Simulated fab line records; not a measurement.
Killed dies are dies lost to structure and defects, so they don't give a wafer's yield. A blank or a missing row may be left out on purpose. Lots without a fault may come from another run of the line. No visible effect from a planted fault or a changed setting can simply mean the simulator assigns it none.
fab line records    flow sky130
record lots=6  wafers=18  lastDay=50
route steps=708 shown VIA3@587 METAL4@598 PAD_OPEN@708
lots that met no fault: taken from a fault-free run of the same line
startH: start of the lot's first displayed wafer, in hours after the record's first day    waitH: hours from the lot's prior step to this one    " unchanged from the row above    L1.1+2: a single row standing in for several wafers    - value missing, or start not given    * or withheld: withheld    < > ~ a bound
route shown NAME@n: names a module that has steps shown in the file, with the first one's number in the route    usual: the fault-free wafers' mean and standard deviation    same: alike in all rows    chamber/n: place in a boat    sites: per-site readings    _std_site: standard deviation of those values    _edge_site: inner sites' mean taken away from outer sites' mean    radiusMm: for every site, how far away it sits from the centre of the wafer    mask NAME#n: copy n    behind: the last tool/chamber to shape the wafer    hold: what put the lot on hold/how long, in hours/how the hold closed    device: which transistor (n, p or np) failed to switch    end of line: the route-end tests of the same wafers    where a step has no rows: the recipe by itself    killed: the dies lost at the first sort to structure and to defects; this is not the yield of the wafer    map: the dies of a wafer, with x for killed, . for not killed, _ for no die there
set.NAME: the setting the step ran with; set.NAME@STEP: the setting that earlier step ran with    model.NAME: the simulator's own value behind a step, which no gauge read
lots at selected steps of the route; one table per step, one row per wafer
services: a tool's chamber out of use, with start hour (startH, from the record's first day; less than 0 if before it), hours out, and reason
## steps
# step SKY_VIA3_ETCH_14
# recipe chemistry=N2/H2  target=BARC  ionEnergyEv=200  sourceW=500  biasW=100  pressureMtorr=30  n2FlowSccm=100  h2FlowSccm=200  stopOn=SiO2  timeS=45.9  targetDepthA=600
# usual chamberPressureMTorr=30.002/0.027  drypumpMotorCurrentA=5.9/0.44  n2FlowSccm=100.06/0.25  oesProductAu=0.855/0.0046  throttleValvePct=13.224/0.0084
# same timeS=45.9
lot.wafer  tool        chamber  startH   waitH  chamberPressureMTorr  drypumpMotorCurrentA  n2FlowSccm  oesProductAu  rfHoursCounterH  throttleValvePct
L536.2     rieDiel-03  3        952.28   0.0    30.009                6.2                   99.85       0.857         20               13.220
L536.4     "           1        "        "      30.029                5.1                   100.25      0.852         6                13.226
L536.5     "           0        "        "      29.957                6.1                   100.23      0.855         -                13.220
L540.1     rieDiel-04  2        981.60   0.0    30.023                5.4                   100.00      0.853         13               13.211
L540.2     "           0        "        "      30.052                6.5                   100.30      0.853         25               13.230
L540.5     "           0        "        "      30.009                6.5                   100.16      0.851         -                13.221
L543.2     rieDiel-01  1        1013.25  0.0    29.980                5.7                   100.11      0.853         8                13.213
L543.4     "           2        "        "      29.978                6.2                   100.03      0.857         14               13.213
L543.5     "           2        "        "      30.004                6.2                   100.23      0.856         -                13.204
L545.4     rieDiel-04  2        1016.85  0.0    29.975                5.5                   99.86       0.850         14               13.218
L545.5     "           1        "        "      29.985                5.9                   99.62       0.854         -                13.215
L545.6     "           0        "        "      29.975                6.4                   99.80       0.848         -                13.220
L550.3     rieDiel-03  2        1050.85  0.0    30.027                5.5                   100.10      0.863         16               13.236
L550.4     "           1        "        "      30.006                5.1                   99.85       0.859         9                13.230
L550.6     "           0        "        "      29.963                6.2                   100.35      0.864         -                13.223
L553.1     rieDiel-01  3        1066.40  0.0    29.933                5.5                   100.26      0.853         15               13.229
L553.4     "           2        "        "      30.017                6.3                   99.79       0.858         15               13.226
L553.5     "           1        "        "      29.990                5.7                   100.05      0.858         -                13.233
# step SKY_VIA3_ETCH_15
# recipe target=SiO2  chemistry=C4F8/O2/Ar  targetDepthNm=507  stopOn=TiN  maskMaterial=KrF-thick  sourceW=1500  biasW=1200  pressureMtorr=40  c4f8FlowSccm=withheld  O2_flow_sccm=6  Ar_flow_sccm=300  timeS=78
# step SKY_VIA3_STRIP_16
# recipe chemistry=O2/N2  powerW=1400  pressureMtorr=1500  platenTempC=withheld  o2FlowSccm=3000  n2FlowSccm=300  overashFraction=0.5
# usual chamberPressureMTorr=1500.1/1.3  drypumpMotorCurrentA=5.5/0.41  n2FlowSccm=300.0/0.98  oesProductAu=0.402/0.0046  stripTimeToEndpointS=4.127/0.024
lot.wafer  tool            chamber  startH   waitH  chamberPressureMTorr  drypumpMotorCurrentA  n2FlowSccm  oesProductAu  rfHoursCounterH  stripTimeToEndpointS
L536.2     plasmaAsher-03  1        952.38   0.0    1500.1                6.4                   300.4       0.401         109              4.095
L536.4     "               1        "        "      1499.6                6.4                   300.8       0.404         -                4.105
L536.5     "               0        "        "      1497.3                5.5                   298.6       0.396         -                4.110
L540.1     plasmaAsher-03  1        981.70   0.0    1500.2                6.4                   300.3       0.407         113              4.155
L540.2     "               0        "        "      1501.0                5.5                   299.8       0.403         113              4.118
L540.5     "               1        "        "      1501.2                6.4                   299.8       0.397         -                4.149
L543.2     plasmaAsher-04  0        1013.35  0.0    1500.8                5.5                   299.8       0.402         91               4.119
L543.4     "               0        "        "      1500.9                5.5                   301.6       0.414         -                4.149
L543.5     "               0        "        "      1499.2                5.5                   300.2       0.400         -                4.158
L545.4     plasmaAsher-02  0        1016.98  0.1    1501.8                5.1                   299.3       0.405         -                4.172
L545.5     "               0        "        "      1499.3                5.1                   299.6       0.402         -                4.139
L545.6     "               1        "        "      1500.6                5.0                   298.7       0.398         -                4.156
L550.3     plasmaAsher-03  1        1050.99  0.1    1500.3                6.3                   299.5       0.395         -                4.122
L550.4     "               0        "        "      1500.6                5.6                   301.0       0.402         -                4.145
L550.6     "               0        "        "      1499.6                5.5                   302.1       0.401         -                4.135
L553.1     plasmaAsher-04  1        1066.50  0.0    1500.5                5.5                   300.1       0.398         97               4.100
L553.4     "               1        "        "      1501.7                5.5                   300.5       0.406         -                4.142
L553.5     "               0        "        "      1502.0                5.5                   299.9       0.406         -                4.110
# step SKY_VIA3_STRIP_17
# recipe chemistry=postEtchResidueRemover  timeS=1200  tempC=72.5
# step SKY_VIA3_CLEAN_18
# recipe chemistry=IPA  timeS=180  tempC=25
# step SKY_VIA3_CLEAN_19
# recipe chemistry=O3/DIW  dry=n2Spin
# step SKY_VIA3_SPUTTER_20
# recipe material=TiN  targetThkNm=20  chamberPressurePa=5  powerW=4000  timeS=80
# step SKY_VIA3_CVD_21
# recipe material=W  targetThkNm=390  timeS=117.31  tempC=400  pressureTorr=40
# step SKY_VIA3_RS_MEAS_22
# recipe thkMeasGauge=four-point-probe  reads=W_of_VIA3_CVD_21+TiN_of_VIA3_SPUTTER_20
# usual VIA3_W_RS=0.293/0.0059
lot.wafer  tool          chamber  startH   waitH  VIA3_W_RS[ohm/sq]
L536.2     filmMetro-03  -        953.18   0.1    0.295
L536.4     "             -        "        "      0.284
L536.5     "             -        "        "      0.295
L540.1     filmMetro-01  -        982.51   0.1    0.287
L540.2     "             -        "        "      0.296
L540.5     "             -        "        "      0.284
L543.2     filmMetro-03  -        1014.15  0.1    0.288
L543.4     "             -        "        "      0.294
L543.5     "             -        "        "      0.291
L545.4     filmMetro-04  -        1017.80  0.1    0.288
L545.5     "             -        "        "      0.283
L545.6     "             -        "        "      0.299
L550.3     filmMetro-01  -        1051.83  0.1    0.293
L550.4     "             -        "        "      0.284
L550.6     "             -        "        "      0.296
L553.1     filmMetro-03  -        1067.47  0.1    0.299
L553.4     "             -        "        "      0.296
L553.5     "             -        "        "      0.296
# step SKY_VIA3_THK_MEAS_23
# recipe thkMeasGauge=xrf  reads=W_of_VIA3_CVD_21
# usual VIA3_W_THK=398/8.7
lot.wafer  tool          chamber  startH   waitH  VIA3_W_THK[nm]
L536.2     filmMetro-03  -        953.29   0.1    396
L536.4     "             -        "        "      407
L536.5     "             -        "        "      393
L540.1     filmMetro-01  -        982.63   0.1    410
L540.2     "             -        "        "      398
L540.5     "             -        "        "      415
L543.2     filmMetro-03  -        1014.26  0.1    408
L543.4     "             -        "        "      398
L543.5     "             -        "        "      403
L545.4     filmMetro-04  -        1017.89  0.1    400
L545.5     "             -        "        "      407
L545.6     "             -        "        "      386
L550.3     filmMetro-01  -        1051.93  0.1    404
L550.4     "             -        "        "      419
L550.6     "             -        "        "      398
L553.1     filmMetro-03  -        1067.59  0.1    383
L553.4     "             -        "        "      391
L553.5     "             -        "        "      391
# step SKY_VIA3_CMP_24
# recipe stopOn=SiO2  tOverpolishS=20  downForcePsi=3.5  platenRpm=60  targetThkNm=0  padVelocityMS=0.94248
# usual motorCurrentA=11.2/1  overpolishRunS=20.000/0.0088  platenRpm=60.00/0.039  timeToEndpointS=94/3.8
# same tOverpolishS=20
lot.wafer  tool    chamber  startH   waitH  motorCurrentA  overpolishRunS  platenRpm  timeToEndpointS
L536.2     cmp-01  0        953.39   0.1    10.4           19.987          60.03      95
L536.4     "       2        "        "      10.4           20.022          60.05      98
L536.5     "       3        "        "      10.5           19.993          59.99      96
L540.1     cmp-02  2        982.69   0.1    12.7           20.009          60.04      88
L540.2     "       1        "        "      12.9           19.998          60.00      88
L540.5     "       3        "        "      9.9            20.013          59.96      95
L543.2     cmp-01  1        1014.36  0.1    12.0           19.974          60.01      96
L543.4     "       3        "        "      10.5           20.009          59.90      96
L543.5     "       0        "        "      10.1           20.014          60.01      96
L545.4     cmp-01  0        1018.02  0.1    10.2           19.991          59.99      95
L545.5     "       2        "        "      10.3           20.014          60.05      93
L545.6     "       3        "        "      10.9           19.990          60.01      89
L550.3     cmp-01  0        1052.57  0.6    10.1           20.010          59.95      97
L550.4     "       2        "        "      10.4           19.987          60.05      99
L550.6     "       0        "        "      9.9            20.013          59.91      94
L553.4     cmp-01  2        1068.03  0.4    10.0           19.987          59.98      95
L553.1     "       3        "        "      10.6           20.009          59.99      91
L553.5     "       1        "        "      11.1           19.998          60.12      89
# step SKY_METAL4_SPUTTER_00
# recipe material=Ti  targetThkNm=15  powerW=3000  timeS=10  chamberPressurePa=0.4
# usual throttleValvePct=29.8/1.4
# same timeS=10
lot.wafer  tool           chamber  startH   waitH  throttleValvePct
L536.2     pvdSputter-03  -        953.64   0.2    31.4
L536.4     "              -        "        "      29.0
L536.5     "              -        "        "      27.3
L540.1     pvdSputter-02  -        982.99   0.2    29.6
L540.2     "              -        "        "      28.3
L540.5     "              -        "        "      29.0
L543.2     pvdSputter-03  -        1014.61  0.2    30.8
L543.4     "              -        "        "      31.5
L543.5     "              -        "        "      27.1
L545.4     pvdSputter-03  -        1018.23  0.2    27.7
L545.5     "              -        "        "      31.4
L545.6     "              -        "        "      31.2
L550.3     pvdSputter-04  -        1052.82  0.2    28.7
L550.4     "              -        "        "      32.3
L550.6     "              -        "        "      30.5
L553.1     pvdSputter-02  -        1068.23  0.1    29.1
L553.4     "              -        "        "      28.7
L553.5     "              -        "        "      29.1
# step SKY_METAL4_SPUTTER_01
# recipe material=TiN  targetThkNm=20  powerW=6500  timeS=16.7  chamberPressurePa=0.4
# usual throttleValvePct=29.8/1.4
lot.wafer  tool           chamber  startH   waitH  throttleValvePct  model.TiN_of_METAL4_SPUTTER_01.thkNm
L536.2     pvdSputter-03  -        953.66   0.0    31.4              19.93
L536.4     "              -        "        "      29.1              19.52
L536.5     "              -        "        "      27.3              19.63
L540.1     pvdSputter-02  -        983.01   0.0    29.3              19.77
L540.2     "              -        "        "      28.7              19.84
L540.5     "              -        "        "      29.1              19.97
L543.2     pvdSputter-03  -        1014.63  0.0    30.7              20.13
L543.4     "              -        "        "      31.6              19.9
L543.5     "              -        "        "      27.4              20.58
L545.4     pvdSputter-03  -        1018.25  0.0    27.4              20.18
L545.5     "              -        "        "      31.5              19.61
L545.6     "              -        "        "      30.9              19.72
L550.3     pvdSputter-04  -        1052.84  0.0    28.8              19.84
L550.4     "              -        "        "      32.4              19.79
L550.6     "              -        "        "      30.3              20.01
L553.1     pvdSputter-02  -        1068.25  0.0    29.2              20.3
L553.4     "              -        "        "      28.6              20.26
L553.5     "              -        "        "      29.2              20.12
# step SKY_METAL4_SPUTTER_02
# recipe material=AlCu  targetThkNm=735  powerW=10600  timeS=39.1  chamberPressurePa=0.4
# usual throttleValvePct=29.8/1.4
# same timeS=39.1
lot.wafer  tool           chamber  startH   waitH  throttleValvePct
L536.2     pvdSputter-03  -        953.68   0.0    31.2
L536.4     "              -        "        "      29.3
L536.5     "              -        "        "      27.3
L540.1     pvdSputter-02  -        983.04   0.0    29.2
L540.2     "              -        "        "      28.7
L540.5     "              -        "        "      29.1
L543.2     pvdSputter-03  -        1014.66  0.0    30.9
L543.4     "              -        "        "      31.3
L543.5     "              -        "        "      27.0
L545.4     pvdSputter-03  -        1018.28  0.0    27.2
L545.5     "              -        "        "      31.5
L545.6     "              -        "        "      30.9
L550.3     pvdSputter-04  -        1052.87  0.0    28.7
L550.4     "              -        "        "      32.0
L550.6     "              -        "        "      30.8
L553.1     pvdSputter-02  -        1068.28  0.0    29.3
L553.4     "              -        "        "      28.5
L553.5     "              -        "        "      29.3
# step SKY_PAD_OPEN_PROBE_99
# usual defectLimitedYield=82.1/2  killed_at_M0_to_M3=44/7.8  killed_at_M4_up=3.1/1.7  killedAtContacts=25/5.1  killedAtFrontEnd=15/4.4  killedAtOther=0.5/0.68  killedDies=88/9.9  killedOpen=48/6.9  killedShort=39/6.5  sort_bin_3_pad_short=0.8/0.42  sort_bin_5_function=10.6/1.5  sort_bin_6_memory=6.5/1.2  sortNPass=404/9.9  sortYieldPct=82.1/2
# same grossDies=492  killedAtBackSide=0  sort_bin_4_leakage[%]=0  sort_bin_8_speed[%]=0
lot.wafer  tool       chamber  startH   waitH  defectLimitedYield[%]  killed_at_M0_to_M3  killed_at_M4_up  killedAtContacts  killedAtFrontEnd  killedAtOther  killedDies  killedOpen  killedShort  sort_bin_3_pad_short[%]  sort_bin_5_function[%]  sort_bin_6_memory[%]  sortNPass  sortYieldPct[%]
L536.2     prober-02  -        1094.41  0.1    83.1                   45                  2                25                10                1              83          48          35           1.0                      10.6                    5.3                   409        83.1
L536.4     prober-02  -        1094.51  0.2    82.7                   45                  2                22                16                0              85          49          36           0.4                      9.3                     7.5                   407        82.7
L536.5     prober-02  -        1094.56  0.2    79.9                   53                  2                23                19                2              99          61          38           0.4                      12.2                    7.5                   393        79.9
L540.1     prober-02  -        1119.94  0.1    82.9                   48                  4                21                11                0              84          47          37           0.8                      9.6                     6.7                   408        82.9
L540.2     prober-02  -        1119.99  0.1    81.3                   49                  4                21                18                0              92          52          38           0.8                      10.0                    7.9                   400        81.3
L540.5     prober-02  -        1120.14  0.2    83.5                   29                  3                32                17                0              81          48          33           1.0                      10.2                    5.3                   411        83.5
L543.2     prober-02  -        1145.57  0.1    82.3                   59                  1                19                7                 1              87          48          39           1.0                      11.2                    5.5                   405        82.3
L543.4     prober-02  -        1145.67  0.2    86.8                   33                  2                22                7                 1              65          35          29           0.8                      7.9                     4.5                   427        86.8
L543.5     prober-02  -        1145.72  0.2    84.6                   38                  1                20                17                0              76          45          31           0.8                      10.8                    3.9                   416        84.6
L545.4     prober-01  -        1149.07  0.2    81.1                   42                  7                26                18                0              93          48          45           1.0                      12.2                    5.7                   399        81.1
L545.5     prober-01  -        1149.12  0.2    81.1                   41                  3                38                10                1              93          60          31           0.8                      12.4                    5.7                   399        81.1
L545.6     prober-01  -        1149.17  0.2    81.3                   43                  2                27                20                0              92          43          48           0.6                      12.6                    5.5                   400        81.3
L550.3     prober-02  -        1177.27  0.2    86.0                   31                  3                28                7                 0              69          38          31           0.6                      8.1                     5.3                   423        86.0
L550.4     prober-02  -        1177.32  0.2    82.3                   38                  2                33                14                0              87          48          39           0.6                      11.0                    6.1                   405        82.3
L550.6     prober-02  -        1177.42  0.2    83.9                   38                  2                27                12                0              79          42          37           0.8                      8.9                     6.3                   413        83.9
L553.1     prober-02  -        1189.31  0.1    81.9                   52                  1                19                17                0              89          49          40           0.6                      10.4                    7.1                   403        81.9
L553.4     prober-02  -        1189.46  0.2    81.1                   46                  2                28                17                0              93          46          47           0.4                      10.2                    8.3                   399        81.1
L553.5     prober-02  -        1189.51  0.2    81.5                   44                  3                32                12                0              91          56          35           0.6                      12.4                    5.5                   401        81.5
# killed by level:class
L536.2 VIA1:geometricParticle:open=12 CONTACT:geometricParticle:open=11 LI_CONTACT:geometricParticle:open=7 VIA3:geometricParticle:open=6 METAL3:geometricParticle:short=6 POLY_GATE:geometricParticle:open=4 VIA2:geometricParticle:open=4 METAL1:geometricParticle:short=4
L536.4 VIA1:geometricParticle:open=9 CONTACT:geometricParticle:open=8 VIA2:geometricParticle:open=8 VIA3:geometricParticle:open=8 METAL2:geometricParticle:short=6 FIELD_ISO:geometricParticle:short=5 LI_CONTACT:geometricParticle:open=5 FIELD_ISO:geometricParticle:open=4
L536.5 VIA1:geometricParticle:open=16 CONTACT:geometricParticle:open=9 VIA2:geometricParticle:open=9 VIA3:geometricParticle:open=6 FIELD_ISO:geometricParticle:open=5 LOCAL_INTERCONNECT:geometricParticle:short=5 VIA2:geometricParticle:short=5 METAL3:geometricParticle:short=5
L540.1 CONTACT:geometricParticle:open=11 VIA1:geometricParticle:open=7 VIA2:geometricParticle:open=7 LI_CONTACT:geometricParticle:open=5 METAL1:geometricParticle:short=5 METAL2:geometricParticle:open=5 METAL2:geometricParticle:short=5 VIA3:geometricParticle:short=5
L540.2 VIA1:geometricParticle:open=11 CONTACT:geometricParticle:open=10 VIA3:geometricParticle:open=7 FIELD_ISO:geometricParticle:short=5 LI_CONTACT:geometricParticle:open=5 METAL1:geometricParticle:short=5 VIA2:geometricParticle:open=5 METAL2:geometricParticle:short=4
L540.5 CONTACT:geometricParticle:open=12 LI_CONTACT:geometricParticle:open=9 VIA1:geometricParticle:open=9 VIA3:geometricParticle:open=6 FIELD_ISO:geometricParticle:short=5 LOCAL_INTERCONNECT:geometricParticle:short=5 CONTACT:geometricParticle:short=5 METAL2:geometricParticle:short=5
L543.2 VIA1:geometricParticle:open=15 VIA3:geometricParticle:open=12 METAL1:geometricParticle:short=8 CONTACT:geometricParticle:open=8 VIA1:geometricParticle:short=6 METAL2:geometricParticle:short=5 LI_CONTACT:geometricParticle:open=4 CONTACT:geometricParticle:short=4
L543.4 CONTACT:geometricParticle:open=7 VIA1:geometricParticle:open=7 LI_CONTACT:geometricParticle:open=6 METAL2:geometricParticle:short=5 VIA1:geometricParticle:short=4 VIA3:geometricParticle:open=4 LI_CONTACT:geometricParticle:short=3 CONTACT:geometricParticle:short=3
L543.5 VIA1:geometricParticle:open=10 CONTACT:geometricParticle:open=8 FIELD_ISO:geometricParticle:open=7 VIA3:geometricParticle:open=7 VIA2:geometricParticle:open=5 METAL2:geometricParticle:short=5 CONTACT:geometricParticle:short=4 VIA1:geometricParticle:short=4
L545.4 VIA1:geometricParticle:open=13 CONTACT:geometricParticle:open=9 METAL2:geometricParticle:short=7 CONTACT:geometricParticle:short=6 FIELD_ISO:geometricParticle:short=5 METAL4:geometricParticle:short=5 LI_CONTACT:geometricParticle:open=5 VIA3:geometricParticle:open=4
L545.5 VIA1:geometricParticle:open=15 LI_CONTACT:geometricParticle:open=14 CONTACT:geometricParticle:open=13 LOCAL_INTERCONNECT:geometricParticle:short=7 VIA2:geometricParticle:open=5 METAL2:geometricParticle:short=5 FIELD_ISO:geometricParticle:short=4 VIA3:geometricParticle:open=4
L545.6 VIA1:geometricParticle:open=11 CONTACT:geometricParticle:open=8 LI_CONTACT:geometricParticle:open=7 FIELD_ISO:geometricParticle:open=6 CONTACT:geometricParticle:short=6 METAL3:geometricParticle:short=6 FIELD_ISO:geometricParticle:short=5 METAL1:geometricParticle:short=5
L550.3 LI_CONTACT:geometricParticle:open=11 METAL2:geometricParticle:short=7 VIA1:geometricParticle:open=7 LOCAL_INTERCONNECT:geometricParticle:short=6 CONTACT:geometricParticle:open=6 LI_CONTACT:geometricParticle:short=4 METAL1:geometricParticle:short=3 VIA2:geometricParticle:open=3
L550.4 LI_CONTACT:geometricParticle:open=11 VIA1:geometricParticle:open=11 LOCAL_INTERCONNECT:geometricParticle:short=8 CONTACT:geometricParticle:open=8 METAL2:geometricParticle:short=7 VIA1:geometricParticle:short=5 VIA2:geometricParticle:open=5 FIELD_ISO:geometricParticle:open=3
L550.6 VIA2:geometricParticle:open=11 LI_CONTACT:geometricParticle:open=8 CONTACT:geometricParticle:open=7 VIA1:geometricParticle:open=7 CONTACT:geometricParticle:short=6 VIA1:geometricParticle:short=5 VIA3:geometricParticle:short=4 LI_CONTACT:geometricParticle:short=4
L553.1 VIA1:geometricParticle:open=16 METAL1:geometricParticle:short=7 CONTACT:geometricParticle:open=7 VIA2:geometricParticle:open=7 FIELD_ISO:geometricParticle:open=5 POLY_GATE:geometricParticle:open=5 POLY_GATE:geometricParticle:short=5 METAL2:geometricParticle:short=5
L553.4 CONTACT:geometricParticle:open=9 VIA1:geometricParticle:open=8 VIA2:geometricParticle:open=7 METAL1:geometricParticle:short=6 LI_CONTACT:geometricParticle:open=5 LOCAL_INTERCONNECT:geometricParticle:short=5 CONTACT:geometricParticle:short=5 METAL2:geometricParticle:short=5
L553.5 VIA1:geometricParticle:open=16 LI_CONTACT:geometricParticle:open=14 METAL2:geometricParticle:short=8 CONTACT:geometricParticle:open=8 FIELD_ISO:geometricParticle:open=5 VIA1:geometricParticle:short=4 LI_CONTACT:geometricParticle:short=4 POLY_GATE:geometricParticle:short=3
## services
tool            chamber  startH   hours  kind
pvdSputter-02   -        937.43   0.5    repair
plasmaAsher-02  -        940.98   28.1   pm
cmp-02          -        953.28   0.9    repair
rieDiel-04      3        973.90   9.4    repair
plasmaAsher-02  -        975.63   8.1    repair
rieDiel-04      2        976.58   4.3    repair
rieDiel-01      2        980.02   3.1    repair
rieDiel-04      -        981.74   0.4    repair
cmp-02          -        984.13   2.3    repair
pvdSputter-03   -        986.14   23.3   repair
plasmaAsher-04  -        990.86   10.1   repair
cmp-02          -        995.68   3.3    repair
pvdSputter-04   -        1000.32  8.0    repair
cmp-02          -        1006.34  2.3    repair
rieDiel-01      -        1009.36  0.3    repair
cmp-01          -        1011.57  0.7    repair
plasmaAsher-02  -        1019.92  0.5    repair
plasmaAsher-03  -        1029.72  0.8    repair
rieDiel-01      2        1031.87  7.1    repair
cmp-01          -        1045.47  1.6    repair
cmp-01          -        1054.27  0.3    repair
plasmaAsher-03  -        1055.25  9.0    pm
rieDiel-01      0        1060.01  3.4    repair
rieDiel-03      -        1065.28  2.8    pm
## key
firstSign none at tools or gauges
modelEffect step=SKY_METAL4_SPUTTER_01  value=TiN_of_METAL4_SPUTTER_01.thkNm  without=19.62  struck=20.38
metAt SKY_METAL4_SPUTTER_01
struckWafers L543.5,L545.4
onsetBetween 953.66 1014.63
fault kind=processParameterDrift  tool=pvdSputter-03  chamber=-  onsetH=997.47  steps=SKY_METAL4_SPUTTER_01  channel=timeS  offset=*  shape=step  endH=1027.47  actsIn=*  stated=*  scope=struckWafersOnly
